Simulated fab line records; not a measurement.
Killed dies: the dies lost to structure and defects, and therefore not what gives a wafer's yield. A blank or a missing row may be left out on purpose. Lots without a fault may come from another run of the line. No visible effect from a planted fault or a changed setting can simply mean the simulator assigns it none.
fab line records ; flow sky130
record: lots: 5; wafers: 15; last_day: 50
route steps=708 shown POLY_CUT@318 SD_P@320 RES_XHIGH@332 SD_N@342
lots untouched by any fault: they come from a run of this same line in which no faults occurred
start_h: hours from the record's first day to the start of the lot's first wafer shown ; wait_h: how many hours have passed since the lot's step before this one ; " the same as in the row above ; L1.1+2: one row covering several wafers at once ; - either no value or no given start ; * or withheld: withheld ; < > ~ a bound
route shown NAME@n: a module of which the file shows steps, and the number in the route of the first ; usual: mean/standard deviation of fault-free wafers ; same: alike in all rows ; chamber/n: place in a boat ; sites: per-site readings ; _std_site: the standard deviation of these ; _edge_site: inner sites' mean taken away from outer sites' mean ; radius_mm: for every site, how far away it sits from the centre of the wafer ; mask NAME#n: copy n ; behind: the most recent tool/chamber to have shaped the wafer ; hold: why the lot went on hold/how many hours it stayed there/how the hold came to an end ; device: which transistor (n, p or np) failed to switch ; end of line: at the end of the route, the tests of the same wafers ; a step without rows: its recipe alone ; killed: count of dies lost to structure and defects at first sort (not the wafer's yield) ; map: dies across one wafer; x = killed, . = not, _ = none there
set.NAME: the setting as run; set.NAME@STEP: as run at that earlier step ; model.NAME: the simulator's own value behind a step, which no gauge read
lots seen at some steps along the route; tables by step, rows by wafer
services: the hour from which a tool's chamber was out of use, counted from the record's first day as start_h (under 0 if before that day), plus the number of hours and why
== steps ==
step: SKY_POLY_CUT_ETCH_11
recipe: target: Si3N4; chemistry: CF4/CH2F2/Ar; stop_on: poly-Si; source_w: 600; bias_w: 150; pressure_mtorr: 40; cf4_flow_sccm: 40; ch2f2_flow_sccm: 20; Ar_flow_sccm: 150; time_s: 42.5; target_depth_a: 600
usual: cf4_flow_sccm: 39.98/0.12; chamber_pressure_mTorr: 40.00/0.036; drypump_motor_current_A: 5.8/0.56; oes_product_au: 0.828/0.0055; throttle_valve_pct: 14.993/0.0093
lot.wafer;tool;chamber;start_h;wait_h;cf4_flow_sccm;chamber_pressure_mTorr;drypump_motor_current_A;oes_product_au;rf_hours_counter_h;throttle_valve_pct
L535.2;rie_diel-01;0;638.88;0.0;39.92;40.01;4.8;0.831;67;15.003
L535.3;rie_diel-01;3;638.88;0.0;39.97;40.01;6.3;0.825;15;15.004
L535.4;rie_diel-01;1;638.88;0.0;39.72;40.01;5.9;0.827;3;14.978
L537.1;rie_diel-02;0;649.13;0.0;39.99;40.01;5.9;0.824;4;15.005
L537.2;rie_diel-02;2;649.13;0.0;39.98;40.03;6.2;0.836;5;15.002
L537.6;rie_diel-02;1;649.13;0.0;40.07;40.04;6.4;0.831;-;14.986
L544.3;rie_diel-01;2;692.86;0.0;40.07;40.04;4.9;0.826;3;14.989
L544.4;rie_diel-01;0;692.86;0.0;39.85;40.03;4.8;0.826;1;14.989
L544.5;rie_diel-01;0;692.86;0.0;40.07;39.98;4.8;0.822;-;14.995
L550.2;rie_diel-04;2;736.71;0.0;39.95;40.00;5.6;0.831;10;14.997
L550.3;rie_diel-04;0;736.71;0.0;39.99;39.95;5.8;0.824;6;14.982
L550.5;rie_diel-04;3;736.71;0.0;39.87;40.03;6.2;0.831;-;15.001
L551.4;rie_diel-01;3;745.18;0.0;39.87;40.00;6.3;0.828;17;14.993
L551.5;rie_diel-01;3;745.18;0.0;39.85;40.05;6.3;0.832;-;14.984
L551.6;rie_diel-01;0;745.18;0.0;39.87;39.93;4.8;0.832;-;14.999
step: SKY_POLY_CUT_STRIP_12
recipe: chemistry: O2/N2; power_w: 1400; pressure_mtorr: 1500; platen_temp_c: withheld; o2_flow_sccm: 3000; n2_flow_sccm: 300; overash_fraction: 0.5
usual: chamber_pressure_mTorr: 1499.8/1.3; drypump_motor_current_A: 5.3/0.45; o2_flow_sccm: 3000/7.6; oes_product_au: 0.451/0.0047; strip_time_to_endpoint_s: 5.347/0.017
lot.wafer;tool;chamber;start_h;wait_h;chamber_pressure_mTorr;drypump_motor_current_A;o2_flow_sccm;oes_product_au;rf_hours_counter_h;strip_time_to_endpoint_s
L535.2;plasma_asher-04;1;638.92;0.0;1497.8;5.2;3010;0.449;19;5.346
L535.3;plasma_asher-04;0;638.92;0.0;1500.2;5.7;3003;0.453;-;5.343
L535.4;plasma_asher-04;1;638.92;0.0;1500.1;5.2;3005;0.454;-;5.338
L537.1;plasma_asher-01;1;649.17;0.0;1502.3;4.9;3001;0.459;95;5.345
L537.2;plasma_asher-01;0;649.17;0.0;1499.2;6.1;3000;0.451;95;5.339
L537.6;plasma_asher-01;0;649.17;0.0;1497.5;6.0;2992;0.452;-;5.332
L544.3;plasma_asher-01;0;692.93;0.1;1500.8;6.0;3011;0.448;-;5.331
L544.4;plasma_asher-01;1;692.93;0.1;1499.4;4.9;2999;0.446;-;5.347
L544.5;plasma_asher-01;0;692.93;0.1;1502.0;6.0;2987;0.447;-;5.370
L550.2;plasma_asher-04;0;736.75;0.0;1500.1;5.7;2998;0.442;29;5.359
L550.3;plasma_asher-04;1;736.75;0.0;1499.2;5.2;3014;0.457;-;5.359
L550.5;plasma_asher-04;1;736.75;0.0;1498.3;5.2;3019;0.444;-;5.359
L551.4;plasma_asher-04;1;745.25;0.1;1501.2;5.2;2998;0.445;-;5.355
L551.5;plasma_asher-04;1;745.25;0.1;1500.7;5.2;3004;0.456;-;5.354
L551.6;plasma_asher-04;0;745.25;0.1;1498.9;5.7;3000;0.456;-;5.369
step: SKY_SD_P_DEHYDRATE_00
recipe: temp_c: 200; time_s: 60
step: SKY_SD_P_HMDS_01
recipe: prime_time_s: 60; prime_temp_c: 120
step: SKY_SD_P_COAT_02
recipe: resist: NOVOLAK; spin_rpm: 3000; resist_thk_nm: 1140
step: SKY_SD_P_SOFTBAKE_03
recipe: temp_c: 90; time_s: 60; resist: NOVOLAK
step: SKY_SD_P_EXPOSE_04
recipe: mask_id: PSDM; na: 0.6; source_shape: conventional; sigma_outer: 0.6; polarization: unpolarized; target_cd_nm: 380; dose_mj: 138
step: SKY_SD_P_PEB_05
recipe: temp_c: withheld; time_s: *; resist: NOVOLAK
step: SKY_SD_P_DEVELOP_06
recipe: resist: NOVOLAK; developer: TMAH; develop_time_s: 60; dev_temp_c: 23
step: SKY_SD_P_CD_MEAS_07
recipe: target_cd_nm: 380
usual: cd_nm: 378.8/2.5
lot.wafer;tool;chamber;start_h;wait_h;cd_nm
L535.2;cd_sem-02;-;667.25;0.1;373.6
L535.3;cd_sem-02;-;667.25;0.1;375.8
L535.4;cd_sem-02;-;667.25;0.1;378.0
L537.1;cd_sem-02;-;677.13;0.1;380.5
L537.2;cd_sem-02;-;677.13;0.1;380.6
L537.6;cd_sem-02;-;677.13;0.1;380.5
L544.3;cd_sem-02;-;720.12;0.1;378.1
L544.4;cd_sem-02;-;720.12;0.1;377.5
L544.5;cd_sem-02;-;720.12;0.1;379.2
L550.2;cd_sem-01;-;763.96;0.1;380.8
L550.3;cd_sem-01;-;763.96;0.1;380.7
L550.5;cd_sem-01;-;763.96;0.1;380.1
L551.4;cd_sem-01;-;771.60;0.1;379.4
L551.5;cd_sem-01;-;771.60;0.1;377.6
L551.6;cd_sem-01;-;771.60;0.1;379.6
step: SKY_SD_P_OVL_MEAS_08
usual: SD_P_OVL: 1.2/1.1
lot.wafer;tool;chamber;start_h;wait_h;SD_P_OVL[nm]
L535.2;overlay-02;-;667.36;0.1;1.5
L535.3;overlay-02;-;667.36;0.1;0.3
L535.4;overlay-02;-;667.36;0.1;2.5
L537.1;overlay-01;-;677.25;0.1;0.2
L537.2;overlay-01;-;677.25;0.1;0.9
L537.6;overlay-01;-;677.25;0.1;2.5
L544.3;overlay-02;-;720.24;0.1;-0.3
L544.4;overlay-02;-;720.24;0.1;0.1
L544.5;overlay-02;-;720.24;0.1;-2.6
L550.2;overlay-01;-;764.09;0.1;-0.7
L550.3;overlay-01;-;764.09;0.1;0.1
L550.5;overlay-01;-;764.09;0.1;-0.2
L551.4;overlay-02;-;771.68;0.1;1.0
L551.5;overlay-02;-;771.68;0.1;-0.3
L551.6;overlay-02;-;771.68;0.1;0.1
step: SKY_SD_P_IMPLANT_09
recipe: species: BF2; energy_kev: 20; dose_cm2: 3e+15; tilt_deg: 0
step: SKY_SD_P_STRIP_10
recipe: chemistry: O2/N2; power_w: 1400; pressure_mtorr: 1500; platen_temp_c: withheld; o2_flow_sccm: 3000; n2_flow_sccm: 300; overash_fraction: 0.5
usual: chamber_pressure_mTorr: 1500.0/1.3; drypump_motor_current_A: 5.6/0.48; o2_flow_sccm: 3000/8.9; oes_product_au: 0.618/0.0042; strip_time_to_endpoint_s: 17.51/0.039
lot.wafer;tool;chamber;start_h;wait_h;chamber_pressure_mTorr;drypump_motor_current_A;o2_flow_sccm;oes_product_au;rf_hours_counter_h;strip_time_to_endpoint_s;model.NOVOLAK_of_SD_P_COAT_02.thk_nm
L535.2;plasma_asher-01;0;667.54;0.1;1499.5;6.0;3000;0.621;97;17.50;0
L535.3;plasma_asher-01;1;667.54;0.1;1499.5;5.0;3010;0.620;-;17.51;0
L535.4;plasma_asher-01;0;667.54;0.1;1498.9;6.1;3011;0.628;-;17.52;0
L537.1;plasma_asher-04;1;677.44;0.1;1500.3;5.2;2999;0.619;23;17.46;0
L537.2;plasma_asher-04;0;677.44;0.1;1500.2;5.7;2986;0.619;23;17.45;0
L537.6;plasma_asher-04;0;677.44;0.1;1500.8;5.7;2999;0.614;-;17.50;0
L544.3;plasma_asher-04;1;720.44;0.1;1499.9;5.2;3004;0.724;-;-;396.2
L544.4;plasma_asher-04;0;720.44;0.1;1500.0;5.7;2997;0.720;-;-;397.3
L544.5;plasma_asher-04;0;720.44;0.1;1500.9;5.7;2990;0.724;-;-;395.9
L550.2;plasma_asher-01;1;764.27;0.1;1500.6;5.0;2993;0.615;3;17.45;0
L550.3;plasma_asher-01;1;764.27;0.1;1500.4;5.0;3001;0.610;-;17.44;0
L550.5;plasma_asher-01;0;764.27;0.1;1498.5;6.1;2994;0.619;-;17.47;0
L551.4;plasma_asher-04;1;771.88;0.1;1498.4;5.2;3008;0.615;-;17.49;0
L551.5;plasma_asher-04;0;771.88;0.1;1499.2;5.7;2981;0.624;-;17.48;0
L551.6;plasma_asher-04;1;771.88;0.1;1500.8;5.2;3013;0.620;-;17.47;0
step: SKY_SD_P_TW_MEAS_11
usual: SD_P_TW: 2853/22
lot.wafer;tool;chamber;start_h;wait_h;SD_P_TW
L535.2;film_metro-02;-;667.65;0.1;2869
L535.3;film_metro-02;-;667.65;0.1;2849
L535.4;film_metro-02;-;667.65;0.1;2872
L537.1;film_metro-02;-;677.54;0.1;2851
L537.2;film_metro-02;-;677.54;0.1;2852
L537.6;film_metro-02;-;677.54;0.1;2858
L544.3;film_metro-04;-;720.53;0.1;2886
L544.4;film_metro-04;-;720.53;0.1;2878
L544.5;film_metro-04;-;720.53;0.1;2875
L550.2;film_metro-02;-;764.38;0.1;2859
L550.3;film_metro-02;-;764.38;0.1;2863
L550.5;film_metro-02;-;764.38;0.1;2863
L551.4;film_metro-02;-;771.98;0.1;2846
L551.5;film_metro-02;-;771.98;0.1;2859
L551.6;film_metro-02;-;771.98;0.1;2836
step: SKY_RES_XHIGH_DEHYDRATE_00
recipe: temp_c: 200; time_s: 60
step: SKY_RES_XHIGH_HMDS_01
recipe: prime_time_s: 60; prime_temp_c: 120
step: SKY_RES_XHIGH_COAT_02
recipe: resist: NOVOLAK; spin_rpm: 3000; resist_thk_nm: 1140
step: SKY_RES_XHIGH_SOFTBAKE_03
recipe: temp_c: 90; time_s: 60; resist: NOVOLAK
step: SKY_RES_XHIGH_EXPOSE_04
recipe: mask_id: URPM; na: 0.6; source_shape: conventional; sigma_outer: 0.6; polarization: unpolarized; target_cd_nm: 1270; dose_mj: 140
step: SKY_RES_XHIGH_PEB_05
recipe: temp_c: withheld; time_s: *; resist: NOVOLAK
step: SKY_RES_XHIGH_DEVELOP_06
recipe: resist: NOVOLAK; developer: TMAH; develop_time_s: 60; dev_temp_c: 23
step: SKY_RES_XHIGH_IMPLANT_07
recipe: species: BF2; energy_kev: 20; dose_cm2: 3.6e+14; tilt_deg: 0
step: SKY_RES_XHIGH_STRIP_08
recipe: chemistry: O2/N2; power_w: 1400; pressure_mtorr: 1500; platen_temp_c: withheld; o2_flow_sccm: 3000; n2_flow_sccm: 300; overash_fraction: 0.5
usual: chamber_pressure_mTorr: 1500/3.9; drypump_motor_current_A: 5.5/0.6; o2_flow_sccm: 3000/9.2; oes_product_au: 0.711/0.0047; strip_time_to_endpoint_s: 14.29/0.039
lot.wafer;tool;chamber;start_h;wait_h;chamber_pressure_mTorr;drypump_motor_current_A;o2_flow_sccm;oes_product_au;rf_hours_counter_h;strip_time_to_endpoint_s
L535.2;plasma_asher-03;0;695.69;0.1;1502;4.9;3016;0.714;54;14.27
L535.3;plasma_asher-03;1;695.69;0.1;1455;4.9;3009;0.713;-;14.25
L535.4;plasma_asher-03;0;695.69;0.1;1499;4.9;3003;0.708;-;14.26
L537.1;plasma_asher-01;0;705.32;0.1;1499;6.0;3001;0.716;100;14.28
L537.2;plasma_asher-01;1;705.32;0.1;1499;4.9;3011;0.712;100;14.30
L537.6;plasma_asher-01;0;705.32;0.1;1497;6.0;3007;0.716;-;14.31
L544.3;plasma_asher-01;1;748.65;0.1;1498;4.9;2999;0.718;-;20.28
L544.4;plasma_asher-01;0;748.65;0.1;1499;6.1;3006;0.712;-;20.30
L544.5;plasma_asher-01;1;748.65;0.1;1498;4.9;2998;0.719;-;20.29
L550.2;plasma_asher-01;1;791.24;0.1;1499;4.9;3004;0.710;6;14.31
L550.3;plasma_asher-01;1;791.24;0.1;1501;4.9;3009;0.707;-;14.28
L550.5;plasma_asher-01;1;791.24;0.1;1500;4.9;2983;0.708;-;14.32
L551.4;plasma_asher-01;1;798.60;0.1;1499;4.9;3004;0.704;-;14.30
L551.5;plasma_asher-01;1;798.60;0.1;1501;5.0;3003;0.708;-;14.31
L551.6;plasma_asher-01;0;798.60;0.1;1499;6.0;2997;0.708;-;14.29
step: SKY_RES_XHIGH_TW_MEAS_09
usual: RES_XHIGH_TW: 1654/15
lot.wafer;tool;chamber;start_h;wait_h;RES_XHIGH_TW
L535.2;film_metro-04;-;695.80;0.1;1670
L535.3;film_metro-04;-;695.80;0.1;1670
L535.4;film_metro-04;-;695.80;0.1;1673
L537.1;film_metro-02;-;705.42;0.1;1655
L537.2;film_metro-02;-;705.42;0.1;1658
L537.6;film_metro-02;-;705.42;0.1;1656
L544.3;film_metro-02;-;748.74;0.1;30
L544.4;film_metro-02;-;748.74;0.1;30
L544.5;film_metro-02;-;748.74;0.1;30
L550.2;film_metro-02;-;791.35;0.1;1662
L550.3;film_metro-02;-;791.35;0.1;1653
L550.5;film_metro-02;-;791.35;0.1;1654
L551.4;film_metro-01;-;798.70;0.1;1636
L551.5;film_metro-01;-;798.70;0.1;1627
L551.6;film_metro-01;-;798.70;0.1;1626
step: SKY_SD_N_DEHYDRATE_00
recipe: temp_c: 200; time_s: 60
== services ==
tool;chamber;start_h;hours;kind
rie_diel-04;1;628.93;4.7;repair
rie_diel-02;1;633.28;4.6;repair
rie_diel-01;0;646.65;-;clean
rie_diel-01;0;646.65;18.1;scheduled_down
rie_diel-01;0;646.65;18.1;vent_cycle
plasma_asher-03;-;690.85;2.8;pm
rie_diel-02;1;693.37;4.7;repair
rie_diel-04;0;696.21;8.8;repair
rie_diel-02;1;698.04;-;clean
rie_diel-02;1;698.04;28.2;scheduled_down
rie_diel-02;1;698.04;28.2;vent_cycle
rie_diel-01;-;733.04;2.8;pm
plasma_asher-01;-;733.81;9.0;pm
plasma_asher-01;0;733.81;9.0;vent_cycle
plasma_asher-01;1;733.81;9.0;vent_cycle
plasma_asher-01;-;734.19;2.3;repair
plasma_asher-01;0;742.81;-;clean
plasma_asher-01;1;742.81;-;clean
rie_diel-01;-;745.42;14.6;pm
rie_diel-04;2;754.72;5.6;repair
rie_diel-01;3;761.38;5.8;repair
plasma_asher-04;-;778.46;1.0;repair
rie_diel-02;0;789.76;2.6;repair
== key ==
first_sign: step: SKY_SD_P_STRIP_10; reading: oes_product_au; direction: up; sigmas: 25; usual: 0.618; struck: 0.723
effect: step: SKY_RES_XHIGH_STRIP_08; reading: strip_time_to_endpoint_s; direction: up; sigmas: 99+; usual: *; struck: *
effect: step: SKY_RES_XHIGH_TW_MEAS_09; reading: RES_XHIGH_TW; direction: down; sigmas: 99+; usual: 1654; struck: 30
model_effect: step: SKY_SD_P_STRIP_10; value: NOVOLAK_of_SD_P_COAT_02.thk_nm; without: 0; struck: 396.5
model_effect: step: SKY_PAD_OPEN_PROBE_99; value: etest.res_xhigh_po.open; without: 0; struck: 1
met_at SKY_SD_P_STRIP_10
struck_wafers L544.3,L544.4,L544.5
sort_left_out L544.3,L544.4,L544.5
tester_left_out L544
onset_between 677.44 720.44
fault: kind: strip_aborted; tool: plasma_asher-04; chamber: -; onset_h: 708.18; steps: SKY_SD_P_STRIP_10; offset: 0.56042; end_h: 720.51
tester_left_out: of these lots the tester's yield and bins aren't shown, on N5 and GAA mostly nor the transistor test; their killed dies are dies lost to structure and defects alone, not to doping, threshold or leakage, so they don't give the yield
sort_left_out: the simulated sort isn't trusted on such a fault, so these wafers' sort isn't shown, and their yield isn't known
